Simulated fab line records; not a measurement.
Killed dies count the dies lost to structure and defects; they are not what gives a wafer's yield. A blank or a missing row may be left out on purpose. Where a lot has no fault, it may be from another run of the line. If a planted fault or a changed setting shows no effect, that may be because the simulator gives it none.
Which tool did it? -- flow gf180mcu -- 12 lots (36 wafers sampled), 1 step of a 602-step route

## WHAT THE GAUGES SHOWED, per wafer
GF_MVSD_OVL_MEAS_07.
lot,measured,on,MVSD_OVL (nm)
L075,day 4 19:41,overlay-01,2.9 3.3 1.9
L077,day 5 02:24,overlay-01,3.1 0.0 0.6
L079,day 5 15:39,overlay-02,1.4 0.7 -0.3
L081,day 6 01:03,overlay-02,2.1 1.6 2.3
L083,day 6 15:35,overlay-02,-0.3 1.3 2.1
L085,day 7 02:54,overlay-01,0.6 -0.1 1.8
L087,day 7 19:43,overlay-02,-1.4 -0.5 -0.8
L089,day 8 03:38,overlay-01,-0.8 -0.6 0.6
L091,day 8 14:16,overlay-02,-0.5 -1.4 -1.1
L093,day 9 01:57,overlay-01,1.4 0.1 0.4
L095,day 9 14:37,overlay-01,0.2 0.0 -1.9
L097,day 9 23:11,overlay-02,-2.0 0.3 -0.2

## TOOL THAT RAN EACH LOT (tool first, then ch and the chambers of the sampled wafers, then the start)
Record: no process step prior to these readings.

## THE ANSWER, worked out from the rows above alone
Rule: the usual values come from the lots themselves. The widest of any qualifying gaps counts: lots, ordered by their means at a reading, are off when they make up no more than a third of the lots, leave a main group of 4 or more, and stand apart from it by 3 or more times the standard deviation of that group's means. Not used: any main group whose means are identical at the precision the tables above print for the reading. Also off: a lot with no number at a reading for which 4 or more lots have one. All remaining lots with rows at the step are treated as sound.
No lot is off on any of the readings shown, so nothing can be concluded from this.

## WHAT HAD BEEN PUT IN BY THE SIMULATOR
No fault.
